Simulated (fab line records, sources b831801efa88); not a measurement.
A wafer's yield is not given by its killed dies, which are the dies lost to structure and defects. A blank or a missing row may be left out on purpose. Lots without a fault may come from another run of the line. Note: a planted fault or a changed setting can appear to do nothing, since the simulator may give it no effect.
Which tool did it?    flow sky130    Sampling: 13 lots, 37 wafers, 4 of 708 route steps

== WHAT EACH GAUGE READ, for each wafer ==
SKY_LOCAL_INTERCONNECT_THK_MEAS_02: measures by xrf.
lot   measured      on            LOCAL_INTERCONNECT_TIN_THK (nm)
L536  day 30 11:54  filmMetro-04  100.8 100.5 100.5
L537  day 30 12:24  filmMetro-02  102.2 101.6 100.2
L538  day 31 14:04  filmMetro-01  100.6 101.0 99.7
L541  day 31 16:39  filmMetro-01  101.3 100.9 101.8
L540  day 32 05:55  filmMetro-04  100.5 101.4 100.2
L543  day 32 20:15  filmMetro-01  100.3 100.6 101.5
L545  day 33 04:08  filmMetro-01  100.3 100.5 100.5
L546  day 34 11:43  filmMetro-02  101.7 100.6
L551  day 34 12:53  filmMetro-01  101.0 100.3
L553  day 35 07:38  filmMetro-04  100.7 100.7 102.0
L554  day 35 09:04  filmMetro-02  100.8 100.4 102.0
L555  day 35 10:04  filmMetro-04  101.6 101.5 101.8
L559  day 36 14:31  filmMetro-04  101.7 101.2 101.6

SKY_LOCAL_INTERCONNECT_CD_MEAS_11: the cd target is 170 nm.
lot   measured      on        cdNm (nm)
L536  day 31 14:32  cdSem-01  167.2 169.1 167.9
L537  day 31 15:15  cdSem-02  171.0 170.1 170.8
L538  day 32 18:32  cdSem-02  167.5 167.4 167.9
L541  day 32 20:30  cdSem-02  169.5 169.3 170.1
L540  day 33 08:33  cdSem-02  169.8 169.1 170.3
L543  day 33 21:20  cdSem-01  171.2 169.9 170.3
L545  day 34 04:56  cdSem-01  172.5 172.8 171.8
L546  day 35 13:46  cdSem-01  138.7 169.8
L551  day 35 15:20  cdSem-01  138.8 169.7
L553  day 36 09:05  cdSem-01  170.2 169.5 169.1
L554  day 36 10:11  cdSem-01  171.7 169.7 170.1
L555  day 36 12:15  cdSem-01  171.9 172.6 173.3
L559  day 37 17:16  cdSem-01  169.4 170.8 170.9

== WHICH TOOL RAN EACH LOT (tool, then ch and the chambers of the sampled wafers, then the start) ==
lot   SKY_LI_CONTACT_CVD_21         SKY_LOCAL_INTERCONNECT_EXPOSE_08
L536  cvdW-01 ch 0,1, day 30 11:07  krfScanner-01 ch 0, day 31 02:00
L537  cvdW-02 ch 0,1, day 30 11:37  krfScanner-01 ch 0, day 31 02:26
L538  cvdW-01 ch 0,1, day 31 13:07  krfScanner-01 ch 0, day 32 04:36
L541  cvdW-02 ch 0,1, day 31 15:37  krfScanner-01 ch 0, day 32 07:18
L540  cvdW-02 ch 1, day 32 05:08    krfScanner-02 ch 0, day 32 19:58
L543  cvdW-01 ch 0,1, day 32 19:28  krfScanner-02 ch 0, day 33 09:13
L545  cvdW-01 ch 0,1, day 33 03:22  krfScanner-02 ch 0, day 33 17:41
L546  cvdW-02 ch 0,1, day 34 10:58  krfScanner-02 ch 0, day 35 02:03
L551  cvdW-02 ch 0,1, day 34 12:08  krfScanner-02 ch 0, day 35 02:57
L553  cvdW-02 ch 0,1, day 35 06:52  krfScanner-01 ch 0, day 35 21:34
L554  cvdW-01 ch 0,1, day 35 08:16  krfScanner-01 ch 0, day 35 22:45
L555  cvdW-01 ch 0,1, day 35 09:16  krfScanner-01 ch 0, day 35 23:44
L559  cvdW-02 ch 0,1, day 36 13:43  krfScanner-01 ch 0, day 37 04:35
- SKY_LI_CONTACT_CVD_21: deposits W, target thk 400 nm, time 120.56 s.
- SKY_LOCAL_INTERCONNECT_EXPOSE_08: exposes mask LI1M, target cd 170 nm.

== WHAT THE TOOLS THEMSELVES READ (means of the sampled wafers that have a number; where no wafer has one, the mark that the record gives instead) ==
SKY_LI_CONTACT_CVD_21.
lot   tool     heaterPowerW (W)  susceptorTempC (C)
L536  cvdW-01  851               399.81
L537  cvdW-02  861               399.98
L538  cvdW-01  841               399.91
L541  cvdW-02  877               399.84
L540  cvdW-02  861               399.68
L543  cvdW-01  846               400.13
L545  cvdW-01  839               400.25
L546  cvdW-02  872               400.40
L551  cvdW-02  894               399.95
L553  cvdW-02  881               400.00
L554  cvdW-01  801               400.07
L555  cvdW-01  841               399.93
L559  cvdW-02  872               399.90

== THE ANSWER, worked out from the rows above alone ==
Rule: usual is defined by the lots themselves. Put in order of their means at a reading, lots are off if they are a third of the lots or fewer, leave a main group of 4 or more, and stand apart from it by a gap of 3 or more times the standard deviation of the main group's means; of several such gaps the widest counts. If all means in a main group match to the digits the tables above print for the reading, that group is not used. A lot without any number at a reading at which 4 lots or more have one is off too. Any other lot the step has rows for is counted as sound. The gauges are gone through in route order, then the tools' own readings, and for those a lot's mean is taken as printed above. At the first step where some lot is off, the reading lying furthest off is the one used; lots without a number count as furthest.
Off at SKY_LOCAL_INTERCONNECT_CD_MEAS_11 (cdNm): L546, L551. The main group has a mean of 170.1 nm with a standard deviation of 1.4.
If a tool, at a process step before that reading, ran all the lots that are off and no sound lot after the first of them, it fits. Those tools and the gauges at SKY_LOCAL_INTERCONNECT_CD_MEAS_11 are tried in the same way. One candidate fits, namely krfScanner-02 at SKY_LOCAL_INTERCONNECT_EXPOSE_08. A fault onset in the window from L545 (day 33 17:41, its last sound lot) to L546 (day 35 02:03, its first lot off) fits.

== WHAT THE SIMULATOR HAD INSERTED ==
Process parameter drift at SKY_LOCAL_INTERCONNECT_EXPOSE_08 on krfScanner-02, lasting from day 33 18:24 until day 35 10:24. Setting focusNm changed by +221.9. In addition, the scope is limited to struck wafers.
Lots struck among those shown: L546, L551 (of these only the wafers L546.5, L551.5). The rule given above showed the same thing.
